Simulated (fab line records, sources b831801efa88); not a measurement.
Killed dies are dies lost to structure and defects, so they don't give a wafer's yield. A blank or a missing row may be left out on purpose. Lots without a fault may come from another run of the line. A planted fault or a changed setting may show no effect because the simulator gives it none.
A struck lot beside a sound one | flow sky130 | 15 steps out of a route of 708
Sound: wafers L541.3, L541.5, L541.6. Struck: wafers L549.3, L549.4, L549.5. The cause comes at the end.
At each step with rows: each side's tool, then ch and its chambers, then its first start. Under that, the readings that differ: sound wafers | struck wafers | difference of the means | sigmas: that difference in standard deviations of wafers without a fault.
alike: readings whose means differ by less than 2 such deviations, and words and numbers that are the same on both sides. not compared: withheld readings, readings that some wafer has no value for, bounds like >300 that may hide the same value, and numbers for which the record gives no deviation and whose values overlap.
The two part at a step that has a row with sigmas, a row that says differs or no value, or rows on one side only. Numbers that don't overlap but have no deviation are shown without sigmas and don't part them. A reading that every wafer of one side lacks parts them only if that side has two wafers or more.

SKY_LDD_HVP_TW_MEAS_10:
  sound on film_metro-01, day 23 16:41; struck on film_metro-04, day 26 06:17
  alike: LDD_HVP_TW
then, 7 steps without rows for these wafers: SKY_LDD_LDN_DEHYDRATE_00 (time 60 s); SKY_LDD_LDN_HMDS_01 (prime time 60 s); SKY_LDD_LDN_COAT_02 (resist thk 1140 nm); SKY_LDD_LDN_SOFTBAKE_03 (time 60 s); SKY_LDD_LDN_EXPOSE_04 (exposes mask LDNTM, target cd 700 nm); SKY_LDD_LDN_PEB_05; SKY_LDD_LDN_DEVELOP_06 (develop time 60 s).
SKY_LDD_LDN_OVL_MEAS_07:
  sound on overlay-02, day 24 22:30; struck on overlay-02, day 27 11:39
  alike: LDD_LDN_OVL
then, 3 steps without rows for these wafers: SKY_LDD_LDN_IMPLANT_08; SKY_LDD_LDN_IMPLANT_09; SKY_LDD_LDN_IMPLANT_10.
SKY_LDD_LDN_IMPLANT_11:
  sound on implanter-03 ch 0, day 24 23:01; struck on implanter-02 ch 0, day 27 12:10
  reading            | sound                           | struck                           | difference  | sigmas
  dose_ions_cm2      | 1.2519e+13 1.2552e+13 1.249e+13 | 1.3911e+13 1.3889e+13 1.3911e+13 | +1.3833e+12 | +99
  faraday_current_uA | 68.4 70.1 69.3                  | 77.6 79.1 78.7                   | +9.2        | +7
SKY_LDD_LDN_STRIP_12: strips in O2/N2.
  sound on plasma_asher-01 ch 0,1, day 24 23:09; struck on plasma_asher-01 ch 0,1, day 27 12:19
  alike: drypump_motor_current_A, oes_product_au, strip_time_to_endpoint_s
  not compared: rf_hours_counter_h
-- the record jumps here: 21 days lie between the struck wafers' starts before and after (it left off in module LDD_LDN and takes up again in module PAD_OPEN, whose first step shown is number 708 of the route) --
SKY_PAD_OPEN_PROBE_99:
  sound on prober-02, day 47 05:01; struck on prober-02, day 48 21:11
  alike: killed_at_M0_to_M3, killed_at_M4_up, killed_at_contacts, killed_at_front_end, killed_at_other, killed_dies, killed_open, killed_short

WHERE THEY PART
Only at SKY_LDD_LDN_IMPLANT_11, within this record. Later steps at which nothing parts them and some readings are alike: SKY_LDD_LDN_STRIP_12, SKY_PAD_OPEN_PROBE_99.

WHY: what the simulator had put in
Process parameter drift: implanter-02, from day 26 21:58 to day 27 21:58, at SKY_LDD_LDN_IMPLANT_11. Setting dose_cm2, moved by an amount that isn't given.
